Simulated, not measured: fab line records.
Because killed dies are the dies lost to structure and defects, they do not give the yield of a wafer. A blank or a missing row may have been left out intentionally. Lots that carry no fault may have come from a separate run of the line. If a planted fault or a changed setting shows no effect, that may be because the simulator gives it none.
Which tool did it? ; flow sky130 ; 12 lots, 36 wafers sampled, at 4 steps of a route of 708

== WHAT THE GAUGES SHOWED, per wafer ==
SKY_VIA2_CD_MEAS_12 targets a cd of 200 nm.
lot;measured;on;cd nm (nm)
L187;day 37 14:13;cd sem-02;201.6 203.3 200.8
L189;day 38 01:49;cd sem-02;198.1 197.6 198.7
L190;day 38 13:55;cd sem-01;200.9 199.6 198.5
L191;day 38 21:19;cd sem-02;199.6 196.3 197.3
L192;day 38 23:04;cd sem-02;198.8 199.7 199.7
L194;day 39 21:19;cd sem-02;200.7 200.4 199.1
L199;day 41 04:07;cd sem-01;203.1 202.0 201.8
L201;day 41 17:16;cd sem-01;199.5 198.8 198.8
L202;day 42 01:22;cd sem-02;198.1 199.0 198.9
L205;day 42 15:35;cd sem-02;199.7 200.3 199.7
L206;day 42 21:22;cd sem-01;199.6 199.7 199.3
L207;day 43 06:23;cd sem-02;201.6 201.0 200.4

== TOOL THAT RAN EACH LOT (tool first, then ch and the chambers of the sampled wafers, then the start) ==
lot;SKY_METAL2_METAL_ETCH_19;SKY_VIA2_CMP_02;SKY_VIA2_DEVELOP_11
L187;rie metal-04 ch 0,1, day 36 10:09;cmp-02 ch 2,3, day 36 11:01;litho track-03 ch 0, day 37 14:00
L189;rie metal-03 ch 0, day 36 22:45;cmp-02 ch 0,1,2, day 36 23:46;litho track-02 ch 0, day 38 01:00
L190;rie metal-01 ch 0,1, day 37 10:15;cmp-01 ch 0,1,2, day 37 11:10;litho track-02 ch 0, day 38 13:00
L191;rie metal-01 ch 0,1, day 37 18:02;cmp-02 ch 2,3, day 37 19:01;litho track-02 ch 0, day 38 21:00
L192;rie metal-03 ch 0,1, day 37 19:52;cmp-01 ch 1,2,3, day 37 20:47;litho track-02 ch 0, day 38 22:00
L194;rie metal-04 ch 0,1, day 38 19:16;cmp-02 ch 0,2,3, day 38 20:11;litho track-04 ch 0, day 39 21:00
L199;rie metal-01 ch 0,1, day 40 02:45;cmp-02 ch 0,3, day 40 03:59;litho track-03 ch 0, day 41 03:00
L201;rie metal-04 ch 0,1, day 40 15:16;cmp-01 ch 0,1,2, day 40 16:35;litho track-03 ch 0, day 41 17:00
L202;rie metal-01 ch 0,1, day 41 00:00;cmp-02 ch 1,3, day 41 00:57;litho track-03 ch 0, day 42 01:00
L205;rie metal-03 ch 0,1, day 41 14:12;cmp-01 ch 0,2,3, day 41 15:08;litho track-03 ch 0, day 42 15:00
L206;rie metal-04 ch 0,1, day 41 21:55;cmp-02 ch 0,2,3, day 41 22:48;litho track-04 ch 0, day 42 21:00
L207;rie metal-01 ch 0,1, day 42 05:28;cmp-01 ch 0,1,2, day 42 06:25;litho track-02 ch 0, day 43 06:00
- SKY_METAL2_METAL_ETCH_19: etches the open film in Cl2/BCl3, stops on SiO2, target depth 360 nm, time 78 s.
- SKY_VIA2_CMP_02: polishes SiO2.
- SKY_VIA2_DEVELOP_11: develop time 60 s.

== WHAT THE TOOLS THEMSELVES READ (means of the sampled wafers that have a number; where no wafer has one, the mark that the record gives instead) ==
SKY_METAL2_METAL_ETCH_19.
lot;tool;bias w (W);drypump motor current A (A);oes product au (a.u.);throttle valve pct (%)
L187;rie metal-04;48.24;6.1;0.850;22.269
L189;rie metal-03;48.55;5.3;0.851;22.265
L190;rie metal-01;48.60;5.7;0.853;22.264
L191;rie metal-01;48.45;5.7;0.856;22.254
L192;rie metal-03;48.50;5.7;0.856;22.265
L194;rie metal-04;48.49;6.1;0.857;22.262
L199;rie metal-01;48.49;5.6;0.857;22.267
L201;rie metal-04;48.39;6.0;0.851;22.261
L202;rie metal-01;48.46;5.8;0.857;22.258
L205;rie metal-03;48.54;5.7;0.851;22.268
L206;rie metal-04;48.65;6.1;0.856;22.271
L207;rie metal-01;48.55;5.6;0.854;22.264

SKY_VIA2_CMP_02.
lot;tool;motor current A (A);slurry flow ml min
L187;cmp-02;11.2;150.2
L189;cmp-02;12.5;150.0
L190;cmp-01;12.1;150.3
L191;cmp-02;10.8;150.4
L192;cmp-01;12.0;149.7
L194;cmp-02;12.1;150.1
L199;cmp-02;10.1;150.3
L201;cmp-01;11.8;149.7
L202;cmp-02;10.8;149.6
L205;cmp-01;12.3;149.7
L206;cmp-02;11.4;149.9
L207;cmp-01;11.7;149.7

SKY_VIA2_DEVELOP_11.
lot;tool;developer temp C (C)
L187;litho track-03;20.92
L189;litho track-02;20.98
L190;litho track-02;20.96
L191;litho track-02;20.38
L192;litho track-02;20.48
L194;litho track-04;21.12
L199;litho track-03;20.92
L201;litho track-03;21.10
L202;litho track-03;21.06
L205;litho track-03;21.01
L206;litho track-04;20.96
L207;litho track-02;21.09

== THE ANSWER, worked out from the rows above alone ==
Rule: the lots themselves supply what counts as usual. The widest of any qualifying gaps counts: lots, ordered by their means at a reading, are off when they make up no more than a third of the lots, leave a main group of 4 or more, and stand apart from it by 3 or more times the standard deviation of that group's means. Not used: any main group whose means are identical at the precision the tables above print for the reading. Also off: a lot with no number at a reading for which 4 or more lots have one. Where the step has rows for the other lots, those lots are counted as sound. First the gauges in route order, then the tools' own readings, where a lot's mean is used as printed above. At the first step where some lot is off, the reading lying furthest off is the one used; lots without a number count as furthest.
Off, at SKY_VIA2_DEVELOP_11 on developer temp C: L191, L192. The main group has a mean of 21.01 C with a standard deviation of 0.072.
A tool fits if, at that step or a process step before it, it ran every lot that is off, and no sound lot after the first of them. None of those tried fits.

== WHAT THE SIMULATOR HAD INSERTED ==
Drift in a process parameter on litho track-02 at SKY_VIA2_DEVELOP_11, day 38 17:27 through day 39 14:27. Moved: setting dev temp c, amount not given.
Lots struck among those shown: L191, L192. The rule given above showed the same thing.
